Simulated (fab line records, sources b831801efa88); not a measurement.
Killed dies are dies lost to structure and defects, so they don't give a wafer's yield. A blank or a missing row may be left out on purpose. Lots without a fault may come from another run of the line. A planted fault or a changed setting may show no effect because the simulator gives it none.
A struck lot beside a sound one | flow sky130 | 45 steps out of a route of 708
Sound: wafers L198.2, L198.4, L198.6. Struck: wafers L191.1, L191.3, L191.4. The cause comes at the end.
At each step with rows: each side's tool, then ch and its chambers, then its first start. Under that, the readings that differ: sound wafers | struck wafers | difference of the means | sigmas: that difference in standard deviations of wafers without a fault.
alike: readings whose means differ by less than 2 such deviations, and words and numbers that are the same on both sides. not compared: withheld readings, readings that some wafer has no value for, bounds like >300 that may hide the same value, and numbers for which the record gives no deviation and whose values overlap.
The two part at a step that has a row with sigmas, a row that says differs or no value, or rows on one side only. Numbers that don't overlap but have no deviation are shown without sigmas and don't part them. A reading that every wafer of one side lacks parts them only if that side has two wafers or more.

first, 1 step without rows for these wafers: SKY_FIELD_ISO_CVD_24 (deposits SiO2, target thk 595 nm, time 99.2 s).
SKY_FIELD_ISO_THK_MEAS_25:
  sound on film_metro-01, day 7 00:17; struck on film_metro-01, day 5 13:06
  alike: FIELD_ISO_CVD_24_THK
then, 1 step without rows for these wafers: SKY_FIELD_ISO_ANNEAL_26 (time 1800 s).
SKY_FIELD_ISO_CMP_27: polishes, stops on Si3N4, t overpolish 16 s, target thk 457.8 nm.
  sound on cmp-01 ch 2,3, day 7 03:25; struck on cmp-01 ch 0,1,2, day 5 14:40
  alike: motor_current_A, overpolish_run_s, time_to_endpoint_s
then, 5 steps without rows for these wafers: SKY_FIELD_ISO_WET_ETCH_28 (etches SiO2 in dHF, target depth 23.7 nm, time 47 s); SKY_FIELD_ISO_WET_ETCH_29 (etches Si3N4 in H3PO4, target depth 160 nm, time 1825 s); SKY_FIELD_ISO_WET_ETCH_30 (etches SiO2 in dHF, target depth 25 nm, time 50 s); SKY_NWELL_CLEAN_00 (cleans in SC1/SC2, time 150 s); SKY_NWELL_OXIDATION_01 (stabilise 600 s, purge 300 s, target thk 10 nm).
SKY_NWELL_THK_MEAS_02:
  sound on film_metro-04, day 7 06:04; struck on film_metro-02, day 5 17:29
  alike: NWELL_OXIDATION_THK
then, 2 steps without rows for these wafers: SKY_DNWELL_DEHYDRATE_00 (time 60 s); SKY_DNWELL_HMDS_01 (prime time 60 s).
SKY_DNWELL_COAT_02: resist thk 3000 nm.
  sound on litho_track-03 ch 0, day 7 15:20; struck on litho_track-03, day 6 02:13
  no value came back on the struck wafers for chill_plate_temp_C (C), dispense_pressure_kPa (kPa), spin_speed_rpm (rpm); on the sound wafers chill_plate_temp_C (C) reads 22.85 22.72 22.91
then, 5 steps without rows for these wafers: SKY_DNWELL_SOFTBAKE_03; SKY_DNWELL_EXPOSE_04 (exposes mask DNM, target cd 3000 nm); SKY_DNWELL_PEB_05; SKY_DNWELL_DEVELOP_06 (develop time 60 s); SKY_DNWELL_IMPLANT_07.
SKY_DNWELL_STRIP_08: strips in O2/N2.
  sound on plasma_asher-02 ch 0,1, day 8 02:01; struck on plasma_asher-03 ch 0,1, day 6 12:20
  no value came back on the struck wafers for oes_product_au (a.u.), strip_time_to_endpoint_s (s); on the sound wafers oes_product_au (a.u.) reads 0.723 0.721 0.724
  alike: chamber_pressure_mTorr, drypump_motor_current_A, n2_flow_sccm
  not compared: rf_hours_counter_h
SKY_DNWELL_TW_MEAS_09:
  sound on film_metro-03, day 8 02:08; struck on film_metro-04, day 6 12:26
  reading   | sound          | struck         | difference | sigmas
  DNWELL_TW | 1094 1094 1095 | 1133 1127 1128 | +35        | +2
then, 7 steps without rows for these wafers: SKY_PWDE_DEHYDRATE_00 (time 60 s); SKY_PWDE_HMDS_01 (prime time 60 s); SKY_PWDE_COAT_02 (resist thk 3000 nm); SKY_PWDE_SOFTBAKE_03; SKY_PWDE_EXPOSE_04 (exposes mask PWDEM, target cd 840 nm); SKY_PWDE_PEB_05; SKY_PWDE_DEVELOP_06 (develop time 60 s).
SKY_PWDE_OVL_MEAS_07:
  sound on overlay-02, day 8 23:02; struck on overlay-02, day 7 07:05
  alike: PWDE_OVL
then, 1 step without rows for these wafers: SKY_PWDE_IMPLANT_08.
SKY_PWDE_STRIP_09: strips in O2/N2.
  sound on plasma_asher-01 ch 0,1, day 8 23:13; struck on plasma_asher-01 ch 0,1, day 7 07:16
  alike: chamber_pressure_mTorr, drypump_motor_current_A, n2_flow_sccm, oes_product_au, strip_time_to_endpoint_s
  not compared: rf_hours_counter_h
SKY_PWDE_TW_MEAS_10:
  sound on film_metro-03, day 8 23:19; struck on film_metro-04, day 7 07:22
  reading | sound       | struck         | difference | sigmas
  PWDE_TW | 367 365 366 | 1139 1140 1139 | +773       | +99 or more
then, 7 steps without rows for these wafers: SKY_NWELL_DEHYDRATE_03 (time 60 s); SKY_NWELL_HMDS_04 (prime time 60 s); SKY_NWELL_COAT_05 (resist thk 3000 nm); SKY_NWELL_SOFTBAKE_06; SKY_NWELL_EXPOSE_07 (exposes mask NWM, target cd 840 nm); SKY_NWELL_PEB_08; SKY_NWELL_DEVELOP_09 (develop time 60 s).
SKY_NWELL_OVL_MEAS_10:
  sound on overlay-02, day 9 22:36; struck on overlay-02, day 8 04:04
  alike: NWELL_00_OVL
then, 3 steps without rows for these wafers: SKY_NWELL_IMPLANT_11; SKY_NWELL_IMPLANT_12; SKY_NWELL_IMPLANT_13.
SKY_NWELL_TW_MEAS_15:
  sound on film_metro-04, day 9 23:11; struck on film_metro-03, day 8 04:40
  reading  | sound          | struck         | difference | sigmas
  NWELL_TW | 1851 1847 1851 | 1913 1912 1902 | +59        | +2
SKY_NWELL_TW_MEAS_26:
  sound on film_metro-03, day 10 21:56; struck on film_metro-04, day 9 02:13
  reading    | sound       | struck         | difference | sigmas
  NWELL_2_TW | 491 491 490 | 1167 1164 1172 | +677       | +99 or more
-- the record jumps here: 40 days lie between the struck wafers' starts before and after (it left off in module NWELL and takes up again in module PAD_OPEN, whose first step shown is number 708 of the route) --
SKY_PAD_OPEN_PROBE_99:
  the record has rows for the struck wafers here (prober-01, day 49 11:11) and none for the sound ones

WHERE THEY PART
First at SKY_DNWELL_COAT_02; last, within this record, at SKY_PAD_OPEN_PROBE_99.

WHY: what the simulator had put in
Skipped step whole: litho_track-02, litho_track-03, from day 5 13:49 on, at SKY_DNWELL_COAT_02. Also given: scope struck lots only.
